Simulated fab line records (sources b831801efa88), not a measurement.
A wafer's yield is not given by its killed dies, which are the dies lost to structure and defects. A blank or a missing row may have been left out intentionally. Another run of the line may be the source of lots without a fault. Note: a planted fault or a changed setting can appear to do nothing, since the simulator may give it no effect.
fab line records | flow gf180mcu
[record] lots = 14 | wafers = 40 | last-day = 34
route steps=602 shown HV_LDD@226 SAB@270 M1@317
lots that met no fault: taken from a fault-free run of the same line
start-h: the number of hours between the record's first day and the start of the first shown wafer of the lot | wait-h: how many hours have passed since the lot's step before this one | " same as the row above | L1.1+2: several wafers, shown together as one row | - value missing, or start not given | * or withheld: withheld | < > ~ a bound
route shown NAME@n: NAME is a module with steps in the file, n the number in the route of the first one | usual: mean/standard deviation of fault-free wafers | same: alike in all rows | chamber/n: place in a boat | sites: readings site by site | _std_site: the values' standard deviation | _edge_site: mean of outer sites minus mean of inner sites | radius-mm: for every site, how far away it sits from the centre of the wafer | mask NAME#n: copy n | behind: the most recent tool/chamber to have shaped the wafer | hold: the reason the lot was held/the length of the hold in hours/how it ended | device: names the non-switching transistor (n, p or np) | end of line: at the end of the route, the tests of the same wafers | for a step that has no rows: nothing shown but its recipe | killed: not the wafer's yield, but the dies lost to structure and defects at the first sort | map: the dies of a wafer, with x for killed, . for not killed, _ for no die there
set.NAME: the run value of the setting; set.NAME@STEP: its run value at that earlier step | model.NAME: the simulator's own value behind a step, which no gauge read
the route's steps for a sample of lots (tables are steps, rows are wafers)
services: from which hour (start-h, from the record's first day; less than 0 if before it) a tool's chamber was out of use, for how many hours, and why
[[steps]]
[step GF_HV_LDD_TW_MEAS_50]
[usual] HV_LDD_4_TW = 568/4.8
lot.wafer | tool          | chamber | start-h | wait-h | HV_LDD_4_TW
L953.1    | film-metro-03 | -       | 276.76  | 0.1    | 565
L953.3    | "             | -       | "       | "      | 567
L953.6    | "             | -       | "       | "      | 566
L954.3    | film-metro-04 | -       | 284.38  | 0.1    | 568
L954.4    | "             | -       | "       | "      | 565
L954.6    | "             | -       | "       | "      | 566
L955.1    | film-metro-01 | -       | 291.85  | 0.1    | 570
L955.2    | "             | -       | "       | "      | 573
L955.4    | "             | -       | "       | "      | 570
L958.1    | film-metro-03 | -       | 313.21  | 0.1    | 573
L958.5    | "             | -       | "       | "      | 571
L958.6    | "             | -       | "       | "      | 569
L959.3    | film-metro-01 | -       | 324.18  | 0.1    | 569
L959.4    | "             | -       | "       | "      | 572
L959.5    | "             | -       | "       | "      | 571
L960.1    | film-metro-03 | -       | 331.75  | 0.1    | 570
L960.3    | "             | -       | "       | "      | 571
L960.5    | "             | -       | "       | "      | 569
L961.1    | film-metro-03 | -       | 338.73  | 0.1    | 575
L961.5    | "             | -       | "       | "      | 572
L961.6    | "             | -       | "       | "      | 572
L962.3    | film-metro-04 | -       | 347.25  | 0.1    | 562
L962.6    | "             | -       | "       | "      | 565
L963.1    | film-metro-01 | -       | 352.86  | 0.1    | 573
L963.6    | "             | -       | "       | "      | 574
L970.1    | film-metro-03 | -       | 423.21  | 0.1    | 568
L970.3    | "             | -       | "       | "      | 566
L970.5    | "             | -       | "       | "      | 568
L971.1    | film-metro-04 | -       | 424.10  | 0.1    | 560
L971.3    | "             | -       | "       | "      | 562
L971.5    | "             | -       | "       | "      | 559
L973.2    | film-metro-01 | -       | 443.64  | 0.1    | 576
L973.4    | "             | -       | "       | "      | 579
L973.5    | "             | -       | "       | "      | 573
L974.1    | film-metro-04 | -       | 453.51  | 0.1    | 563
L974.2    | "             | -       | "       | "      | 559
L974.3    | "             | -       | "       | "      | 560
L975.3    | film-metro-01 | -       | 453.77  | 0.1    | 575
L975.4    | "             | -       | "       | "      | 576
L975.5    | "             | -       | "       | "      | 575
[step GF_SAB_EXPOSE_06]
[recipe] mask-id = SAB | target-cd-nm = 420 | na = 0.6 | source-shape = conventional | sigma-outer = 0.6 | dose-mj = 140
[same] na = 0.6
lot.wafer  | tool             | chamber | start-h | wait-h | mask
L953.1+3+6 | iline-stepper-02 | 0       | 330.87  | -      | SAB#0
L954.3+4+6 | iline-stepper-02 | 0       | 337.58  | -      | SAB#0
L955.1+2+4 | iline-stepper-01 | 0       | 346.98  | -      | SAB#0
L958.1+5+6 | iline-stepper-01 | 0       | 368.94  | -      | SAB#0
L959.3+4+5 | iline-stepper-02 | 0       | 381.07  | -      | SAB#0
L960.1+3+5 | iline-stepper-01 | 0       | 389.16  | -      | SAB#0
L961.1+5+6 | iline-stepper-02 | 0       | 397.01  | -      | SAB#0
L962.3+6   | iline-stepper-02 | 0       | 405.02  | -      | SAB#0
L963.1+6   | iline-stepper-02 | 0       | 410.48  | -      | SAB#0
L970.1+3+5 | iline-stepper-02 | 0       | 488.40  | -      | SAB#0
L971.1+3+5 | iline-stepper-02 | 0       | 489.43  | -      | SAB#0
L973.2+4+5 | iline-stepper-01 | 0       | 507.27  | -      | SAB#0
L974.1+2+3 | iline-stepper-02 | 0       | 517.32  | -      | SAB#0
L975.3+4+5 | iline-stepper-02 | 0       | 518.73  | -      | SAB#0
[step GF_SAB_OVL_MEAS_10]
[usual] SAB_OVL = -1.1/1.4
lot.wafer | tool       | chamber | start-h | wait-h | SAB_OVL[nm]
L953.1    | overlay-02 | -       | 340.92  | 0.1    | 0.8
L953.3    | "          | -       | "       | "      | -0.9
L953.6    | "          | -       | "       | "      | -0.1
L954.3    | overlay-01 | -       | 348.58  | 0.1    | -2.4
L954.4    | "          | -       | "       | "      | -2.4
L954.6    | "          | -       | "       | "      | -1.8
L955.1    | overlay-02 | -       | 357.42  | 0.1    | -1.8
L955.2    | "          | -       | "       | "      | -0.5
L955.4    | "          | -       | "       | "      | -3.5
L958.1    | overlay-02 | -       | 379.85  | 0.1    | -1.5
L958.5    | "          | -       | "       | "      | -2.9
L958.6    | "          | -       | "       | "      | -3.9
L959.3    | overlay-02 | -       | 391.43  | 0.1    | -1.2
L959.4    | "          | -       | "       | "      | -3.3
L959.5    | "          | -       | "       | "      | 0.2
L960.1    | overlay-02 | -       | 400.37  | 0.1    | -1.9
L960.3    | "          | -       | "       | "      | -0.6
L960.5    | "          | -       | "       | "      | -3.6
L961.1    | overlay-02 | -       | 407.25  | 0.1    | 0.2
L961.5    | "          | -       | "       | "      | -0.8
L961.6    | "          | -       | "       | "      | 0.1
L962.3    | overlay-01 | -       | 416.53  | 0.1    | -2.1
L962.6    | "          | -       | "       | "      | -6.4
L963.1    | overlay-01 | -       | 422.55  | 0.1    | -6.5
L963.6    | "          | -       | "       | "      | -8.2
L970.1    | overlay-01 | -       | 500.11  | 0.1    | -2.1
L970.3    | "          | -       | "       | "      | -3.2
L970.5    | "          | -       | "       | "      | -1.0
L971.1    | overlay-02 | -       | 501.52  | 0.1    | -0.9
L971.3    | "          | -       | "       | "      | -2.4
L971.5    | "          | -       | "       | "      | -1.3
L973.2    | overlay-01 | -       | 518.83  | 0.1    | -1.2
L973.4    | "          | -       | "       | "      | -2.7
L973.5    | "          | -       | "       | "      | 0.0
L974.1    | overlay-01 | -       | 528.91  | 0.1    | -1.4
L974.2    | "          | -       | "       | "      | -3.7
L974.3    | "          | -       | "       | "      | -1.7
L975.3    | overlay-01 | -       | 529.88  | 0.1    | -0.6
L975.4    | "          | -       | "       | "      | 0.9
L975.5    | "          | -       | "       | "      | 0.4
[step GF_M1_SPUTTER_02]
[recipe] material = AlCu | target-thk-nm = 450 | power-w = 10600 | time-s = 23.9 | chamber-pressure-pa = 0.4
[usual] throttle-valve-pct = 30.0/1.1
lot.wafer | tool           | chamber | start-h | wait-h | throttle-valve-pct
L953.1    | pvd-sputter-03 | -       | 365.22  | 0.0    | 29.1
L953.3    | "              | -       | "       | "      | 29.4
L953.6    | "              | -       | "       | "      | 29.6
L954.3    | pvd-sputter-02 | -       | 372.68  | 0.0    | 31.4
L954.4    | "              | -       | "       | "      | 27.1
L954.6    | "              | -       | "       | "      | 29.9
L955.1    | pvd-sputter-01 | -       | 382.20  | 0.0    | 30.8
L955.2    | "              | -       | "       | "      | 30.1
L955.4    | "              | -       | "       | "      | 30.0
L958.1    | pvd-sputter-03 | -       | 405.22  | 0.0    | 31.2
L958.5    | "              | -       | "       | "      | 29.4
L958.6    | "              | -       | "       | "      | 29.2
L959.3    | pvd-sputter-01 | -       | 417.08  | 0.0    | 29.6
L959.4    | "              | -       | "       | "      | 30.0
L959.5    | "              | -       | "       | "      | 30.5
L960.1    | pvd-sputter-02 | -       | 427.07  | 0.0    | 29.8
L960.3    | "              | -       | "       | "      | 27.2
L960.5    | "              | -       | "       | "      | 31.7
L961.1    | pvd-sputter-02 | -       | 433.98  | 0.0    | 31.6
L961.5    | "              | -       | "       | "      | 30.1
L961.6    | "              | -       | "       | "      | 32.0
L962.3    | pvd-sputter-03 | -       | 443.48  | 0.0    | 29.3
L962.6    | "              | -       | "       | "      | 29.2
L963.1    | pvd-sputter-01 | -       | 449.74  | 0.0    | 29.8
L963.6    | "              | -       | "       | "      | 29.9
L970.1    | pvd-sputter-03 | -       | 526.52  | 0.0    | 31.3
L970.3    | "              | -       | "       | "      | 29.6
L970.5    | "              | -       | "       | "      | 29.3
L971.1    | pvd-sputter-03 | -       | 528.28  | 0.0    | 31.5
L971.3    | "              | -       | "       | "      | 29.3
L971.5    | "              | -       | "       | "      | 29.5
L973.2    | pvd-sputter-01 | -       | 545.09  | 0.0    | 29.8
L973.4    | "              | -       | "       | "      | 31.4
L973.5    | "              | -       | "       | "      | 29.9
L974.1    | pvd-sputter-03 | -       | 554.02  | 0.0    | 29.8
L974.2    | "              | -       | "       | "      | 29.3
L974.3    | "              | -       | "       | "      | 29.4
L975.3    | pvd-sputter-03 | -       | 555.42  | 0.0    | 29.8
L975.4    | "              | -       | "       | "      | 31.3
L975.5    | "              | -       | "       | "      | 29.5
[step GF_M1_OVL_MEAS_15]
[usual] M1_OVL = 0/4.2
lot.wafer | tool       | chamber | start-h | wait-h | M1_OVL[nm]
L953.1    | overlay-02 | -       | 387.35  | 0.1    | 6
L953.3    | "          | -       | "       | "      | 0
L953.6    | "          | -       | "       | "      | -7
L954.3    | overlay-02 | -       | 395.03  | 0.1    | -1
L954.4    | "          | -       | "       | "      | 2
L954.6    | "          | -       | "       | "      | 3
L955.1    | overlay-02 | -       | 404.50  | 0.1    | -8
L955.2    | "          | -       | "       | "      | -2
L955.4    | "          | -       | "       | "      | 0
L958.1    | overlay-02 | -       | 428.69  | 0.1    | -4
L958.5    | "          | -       | "       | "      | 8
L958.6    | "          | -       | "       | "      | -3
L959.3    | overlay-02 | -       | 441.23  | 0.1    | -2
L959.4    | "          | -       | "       | "      | 6
L959.5    | "          | -       | "       | "      | 0
L960.1    | overlay-02 | -       | 451.00  | 0.1    | -3
L960.3    | "          | -       | "       | "      | -5
L960.5    | "          | -       | "       | "      | 0
L961.1    | overlay-01 | -       | 458.49  | 0.1    | 5
L961.5    | "          | -       | "       | "      | 3
L961.6    | "          | -       | "       | "      | 7
L962.3    | overlay-01 | -       | 466.80  | 0.1    | 3
L962.6    | "          | -       | "       | "      | -1
L963.1    | overlay-01 | -       | 473.92  | 0.1    | 5
L963.6    | "          | -       | "       | "      | 0
L970.1    | overlay-01 | -       | 549.49  | 0.1    | 3
L970.3    | "          | -       | "       | "      | -1
L970.5    | "          | -       | "       | "      | 2
L971.1    | overlay-02 | -       | 550.84  | 0.1    | -2
L971.3    | "          | -       | "       | "      | -4
L971.5    | "          | -       | "       | "      | -2
L973.2    | overlay-01 | -       | 567.38  | 0.1    | 5
L973.4    | "          | -       | "       | "      | 6
L973.5    | "          | -       | "       | "      | 8
L974.1    | overlay-01 | -       | 575.00  | 0.1    | -1
L974.2    | "          | -       | "       | "      | -4
L974.3    | "          | -       | "       | "      | 5
L975.3    | overlay-01 | -       | 577.60  | 0.1    | -2
L975.4    | "          | -       | "       | "      | -3
L975.5    | "          | -       | "       | "      | -4
[[services]]
tool             | chamber | start-h | hours | kind
pvd-sputter-03   | -       | 310.00  | 21.9  | repair
iline-stepper-02 | -       | 315.87  | 2.1   | pm
iline-stepper-02 | -       | 317.95  | -     | consumable-replace:lamp
iline-stepper-02 | -       | 326.89  | 2.1   | repair
iline-stepper-02 | 0       | 332.58  | -     | calibration
iline-stepper-02 | -       | 359.91  | 4.4   | pm
iline-stepper-02 | -       | 365.29  | 4.8   | repair
iline-stepper-01 | -       | 371.50  | 1.3   | repair
iline-stepper-01 | 0       | 371.71  | -     | calibration
pvd-sputter-03   | -       | 373.99  | 1.5   | repair
iline-stepper-01 | -       | 377.79  | 8.9   | pm
iline-stepper-02 | -       | 384.96  | 2.5   | repair
iline-stepper-01 | -       | 389.44  | 13.2  | repair
iline-stepper-02 | -       | 402.65  | 1.7   | pm
pvd-sputter-03   | 0       | 428.12  | -     | consumable-replace:kit
pvd-sputter-03   | 0       | 428.12  | 18.0  | scheduled-down
pvd-sputter-03   | 0       | 428.12  | 18.0  | vent-cycle
iline-stepper-01 | -       | 469.92  | 2.2   | repair
iline-stepper-01 | -       | 486.71  | 1.7   | pm
iline-stepper-01 | -       | 510.27  | 20.0  | repair
iline-stepper-01 | -       | 513.22  | 1.8   | repair
iline-stepper-02 | 0       | 544.46  | -     | calibration
pvd-sputter-02   | -       | 553.83  | 7.9   | repair
iline-stepper-02 | -       | 554.70  | 5.1   | repair
[[key]]
[first-sign] step = GF_SAB_OVL_MEAS_10 | reading = SAB_OVL | direction = down | sigmas = 4.2 | usual = -1.1 | struck = -7.0
effect none on later readings
met-at GF_SAB_EXPOSE_06
struck-lots L962,L963
struck-wafers L962.6,L963.1,L963.6
tester-left-out L962,L963
not-acting-at GF_HV_LDD_TW_MEAS_50,GF_M1_SPUTTER_02,GF_M1_OVL_MEAS_15
onset-between 397.01 405.02
[fault] kind = process-parameter-drift | tool = iline-stepper-02 | chamber = - | onset-h = 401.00 | steps = GF_SAB_EXPOSE_06 | channel = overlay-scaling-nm | offset = 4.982 | shape = step | end-h = 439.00 | scope = struck-wafers-only
// tester-left-out: of these lots the tester's yield and bins aren't shown, on N5 and GAA mostly nor the transistor test; their killed dies are dies lost to structure and defects alone, not to doping, threshold or leakage, so they don't give the yield
